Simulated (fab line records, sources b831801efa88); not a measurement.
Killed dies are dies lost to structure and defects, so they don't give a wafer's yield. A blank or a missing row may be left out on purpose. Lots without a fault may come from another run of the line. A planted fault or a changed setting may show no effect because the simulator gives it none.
A struck lot beside a sound one | flow sky130 | 14 steps out of a route of 708
Sound: wafers L871.1, L871.2, L871.4. Struck: wafers L862.1, L862.4, L862.6. The cause comes at the end.
At each step with rows: each side's tool, then ch and its chambers, then its first start. Under that, the readings that differ: sound wafers | struck wafers | difference of the means | sigmas: that difference in standard deviations of wafers without a fault.
alike: readings whose means differ by less than 2 such deviations, and words and numbers that are the same on both sides. not compared: withheld readings, readings that some wafer has no value for, bounds like >300 that may hide the same value, and numbers for which the record gives no deviation and whose values overlap.
The two part at a step that has a row with sigmas, a row that says differs or no value, or rows on one side only. Numbers that don't overlap but have no deviation are shown without sigmas and don't part them. A reading that every wafer of one side lacks parts them only if that side has two wafers or more.

first, 6 steps without rows for these wafers: SKY_LDD_N_HMDS_01 (prime time 60 s); SKY_LDD_N_COAT_02 (resist thk 300 nm); SKY_LDD_N_SOFTBAKE_03 (time 60 s); SKY_LDD_N_EXPOSE_04 (exposes mask NTM, target cd 840 nm); SKY_LDD_N_PEB_05; SKY_LDD_N_DEVELOP_06 (develop time 60 s).
SKY_LDD_N_OVL_MEAS_07:
  sound on overlay-01, day 24 00:07; struck on overlay-02, day 21 06:29
  alike: LDD_N_OVL
then, 5 steps without rows for these wafers: SKY_LDD_N_IMPLANT_08; SKY_LDD_N_IMPLANT_09; SKY_LDD_N_IMPLANT_10; SKY_LDD_N_IMPLANT_11; SKY_LDD_N_IMPLANT_12.
SKY_LDD_N_IMPLANT_13:
  sound on implanter-01 ch 0, day 24 00:54; struck on implanter-01, day 21 07:17
  no value came back on the struck wafers for beam_energy_keV, beam_on_s (s), rotation_deg (degrees); on the sound wafers beam_energy_keV reads 49.999 50.014 50.009
then, 1 step without rows for these wafers: SKY_LDD_N_IMPLANT_14.

WHERE THEY PART
Only at SKY_LDD_N_IMPLANT_13, within this record.

WHY: what the simulator had put in
Skipped step whole: implanter-01, from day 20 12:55 on, at SKY_LDD_N_IMPLANT_13. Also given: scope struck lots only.
